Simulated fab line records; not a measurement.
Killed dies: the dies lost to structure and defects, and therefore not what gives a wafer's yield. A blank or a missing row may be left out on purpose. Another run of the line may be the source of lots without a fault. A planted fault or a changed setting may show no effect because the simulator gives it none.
What tool caused it? / flow sky130 / 13 lots, 39 wafers sampled, at 3 steps of a route of 708

== WHAT THE GAUGES READ, wafer by wafer ==
SKY_VIA3_CD_MEAS_12 targets a cd of 200 nm.
lot=L741; measured=day 39 22:59; on=cd_sem-02; cd_nm (nm)=199.8 200.0 198.7
lot=L742; measured=day 40 06:46; on=cd_sem-01; cd_nm (nm)=199.3 199.5 200.1
lot=L743; measured=day 40 22:22; on=cd_sem-02; cd_nm (nm)=199.7 199.6 199.6
lot=L745; measured=day 41 05:08; on=cd_sem-02; cd_nm (nm)=198.9 198.9 199.4
lot=L746; measured=day 41 11:19; on=cd_sem-01; cd_nm (nm)=198.7 199.9 199.4
lot=L748; measured=day 41 23:22; on=cd_sem-01; cd_nm (nm)=201.7 201.2 200.5
lot=L750; measured=day 42 17:58; on=cd_sem-02; cd_nm (nm)=198.1 197.8 200.5
lot=L749; measured=day 42 21:32; on=cd_sem-02; cd_nm (nm)=200.4 200.3 200.0
lot=L751; measured=day 43 04:53; on=cd_sem-02; cd_nm (nm)=198.2 200.9 199.5
lot=L754; measured=day 44 02:46; on=cd_sem-01; cd_nm (nm)=197.0 197.5 197.4
lot=L760; measured=day 45 08:34; on=cd_sem-01; cd_nm (nm)=199.1 198.8 197.9
lot=L763; measured=day 46 07:32; on=cd_sem-02; cd_nm (nm)=201.0 201.3 200.6
lot=L764; measured=day 46 07:46; on=cd_sem-02; cd_nm (nm)=198.8 199.9 198.3

SKY_METAL4_CD_MEAS_13 targets a cd of 300 nm.
lot=L741; measured=day 42 01:24; on=cd_sem-02; cd_nm (nm)=299.6 301.1 299.3
lot=L742; measured=day 42 08:38; on=cd_sem-01; cd_nm (nm)=299.7 301.0 300.9
lot=L743; measured=day 43 00:05; on=cd_sem-02; cd_nm (nm)=298.5 300.1 298.3
lot=L745; measured=day 43 06:45; on=cd_sem-01; cd_nm (nm)=301.9 301.9 302.1
lot=L746; measured=day 43 12:46; on=cd_sem-02; cd_nm (nm)=298.1 297.9 297.4
lot=L748; measured=day 44 00:29; on=cd_sem-01; cd_nm (nm)=301.7 299.5 300.7
lot=L750; measured=day 44 16:22; on=cd_sem-02; cd_nm (nm)=299.7 299.4 299.6
lot=L749; measured=day 44 21:24; on=cd_sem-02; cd_nm (nm)=301.9 300.9 300.2
lot=L751; measured=day 45 03:19; on=cd_sem-01; cd_nm (nm)=298.2 300.8 299.5
lot=L754; measured=day 46 00:38; on=cd_sem-02; cd_nm (nm)=298.7 299.4 298.6
lot=L760; measured=day 47 05:53; on=cd_sem-02; cd_nm (nm)=301.8 300.5 301.7
lot=L763; measured=day 48 01:58; on=cd_sem-02; cd_nm (nm)=301.3 301.2 300.3
lot=L764; measured=day 48 03:25; on=cd_sem-02; cd_nm (nm)=299.8 298.9 299.6

== EACH LOT AND THE TOOL THAT RAN IT (in order: tool; ch and the chambers of the sampled wafers; start) ==
lot=L741; SKY_LDD_P_STRIP_10=plasma_asher-04 ch 1, day 19 07:03
lot=L742; SKY_LDD_P_STRIP_10=plasma_asher-03 ch 0,1, day 19 17:11
lot=L743; SKY_LDD_P_STRIP_10=plasma_asher-02 ch 0,1, day 20 15:55
lot=L745; SKY_LDD_P_STRIP_10=plasma_asher-03 ch 0,1, day 20 22:02
lot=L746; SKY_LDD_P_STRIP_10=plasma_asher-04 ch 0,1, day 21 06:54
lot=L748; SKY_LDD_P_STRIP_10=plasma_asher-02 ch 0,1, day 21 22:58
lot=L750; SKY_LDD_P_STRIP_10=plasma_asher-02 ch 0,1, day 22 19:13
lot=L749; SKY_LDD_P_STRIP_10=plasma_asher-02 ch 0,1, day 22 21:22
lot=L751; SKY_LDD_P_STRIP_10=plasma_asher-04 ch 0,1, day 23 07:26
lot=L754; SKY_LDD_P_STRIP_10=plasma_asher-02 ch 1, day 24 13:54
lot=L760; SKY_LDD_P_STRIP_10=plasma_asher-03 ch 0,1, day 26 06:25
lot=L763; SKY_LDD_P_STRIP_10=plasma_asher-04 ch 0,1, day 27 08:42
lot=L764; SKY_LDD_P_STRIP_10=plasma_asher-04 ch 0,1, day 27 11:35
- SKY_LDD_P_STRIP_10: strips in O2/N2.

== AS READ BY THE TOOLS THEMSELVES (means over the sampled wafers that have a number; for cases with no such wafer, the mark the record gives instead) ==
SKY_LDD_P_STRIP_10.
lot=L741; tool=plasma_asher-04; chamber_pressure_mTorr (mTorr)=1499.9; drypump_motor_current_A (A)=5.9; n2_flow_sccm (sccm)=300.0; oes_product_au (a.u.)=0.715; strip_time_to_endpoint_s (s)=14.18
lot=L742; tool=plasma_asher-03; chamber_pressure_mTorr (mTorr)=1500.5; drypump_motor_current_A (A)=6.1; n2_flow_sccm (sccm)=300.0; oes_product_au (a.u.)=0.717; strip_time_to_endpoint_s (s)=14.21
lot=L743; tool=plasma_asher-02; chamber_pressure_mTorr (mTorr)=1500.4; drypump_motor_current_A (A)=5.4; n2_flow_sccm (sccm)=299.2; oes_product_au (a.u.)=0.715; strip_time_to_endpoint_s (s)=14.16
lot=L745; tool=plasma_asher-03; chamber_pressure_mTorr (mTorr)=1499.0; drypump_motor_current_A (A)=6.1; n2_flow_sccm (sccm)=300.6; oes_product_au (a.u.)=0.712; strip_time_to_endpoint_s (s)=14.15
lot=L746; tool=plasma_asher-04; chamber_pressure_mTorr (mTorr)=1500.4; drypump_motor_current_A (A)=5.7; n2_flow_sccm (sccm)=298.7; oes_product_au (a.u.)=0.714; strip_time_to_endpoint_s (s)=14.20
lot=L748; tool=plasma_asher-02; chamber_pressure_mTorr (mTorr)=1500.2; drypump_motor_current_A (A)=5.4; n2_flow_sccm (sccm)=300.2; oes_product_au (a.u.)=0.716; strip_time_to_endpoint_s (s)=14.16
lot=L750; tool=plasma_asher-02; chamber_pressure_mTorr (mTorr)=1499.7; drypump_motor_current_A (A)=5.4; n2_flow_sccm (sccm)=300.0; oes_product_au (a.u.)=0.718; strip_time_to_endpoint_s (s)=14.22
lot=L749; tool=plasma_asher-02; chamber_pressure_mTorr (mTorr)=1500.2; drypump_motor_current_A (A)=5.7; n2_flow_sccm (sccm)=300.7; oes_product_au (a.u.)=0.715; strip_time_to_endpoint_s (s)=14.28
lot=L751; tool=plasma_asher-04; chamber_pressure_mTorr (mTorr)=1500.2; drypump_motor_current_A (A)=5.5; n2_flow_sccm (sccm)=300.0; oes_product_au (a.u.)=0.716; strip_time_to_endpoint_s (s)=14.16
lot=L754; tool=plasma_asher-02; chamber_pressure_mTorr (mTorr)=1500.4; drypump_motor_current_A (A)=5.9; n2_flow_sccm (sccm)=301.1; oes_product_au (a.u.)=0.714; strip_time_to_endpoint_s (s)=14.15
lot=L760; tool=plasma_asher-03; chamber_pressure_mTorr (mTorr)=1500.8; drypump_motor_current_A (A)=6.4; n2_flow_sccm (sccm)=300.8; oes_product_au (a.u.)=0.716; strip_time_to_endpoint_s (s)=14.21
lot=L763; tool=plasma_asher-04; chamber_pressure_mTorr (mTorr)=1499.9; drypump_motor_current_A (A)=5.5; n2_flow_sccm (sccm)=300.0; oes_product_au (a.u.)=0.719; strip_time_to_endpoint_s (s)=14.16
lot=L764; tool=plasma_asher-04; chamber_pressure_mTorr (mTorr)=1501.8; drypump_motor_current_A (A)=5.5; n2_flow_sccm (sccm)=299.8; oes_product_au (a.u.)=0.715; strip_time_to_endpoint_s (s)=14.16

== THE ANSWER, worked out from the rows above alone ==
Rule: usual is defined by the lots themselves. The widest of any qualifying gaps counts: lots, ordered by their means at a reading, are off when they make up no more than a third of the lots, leave a main group of 4 or more, and stand apart from it by 3 or more times the standard deviation of that group's means. A main group is skipped when, at the precision printed for the reading in the tables above, its means are all equal. A lot without any number at a reading at which 4 lots or more have one is off too. The other lots that the step has rows for count as sound. Order of review: gauges by route order, followed by the tools' own readings, for which a lot's mean as printed above is used. The first step at which some lot is off is used, and at that step the reading that is off furthest; a lot without a number counts as furthest.
None of the lots is off at any reading shown; this tells nothing.

== WHAT HAD BEEN PUT IN BY THE SIMULATOR ==
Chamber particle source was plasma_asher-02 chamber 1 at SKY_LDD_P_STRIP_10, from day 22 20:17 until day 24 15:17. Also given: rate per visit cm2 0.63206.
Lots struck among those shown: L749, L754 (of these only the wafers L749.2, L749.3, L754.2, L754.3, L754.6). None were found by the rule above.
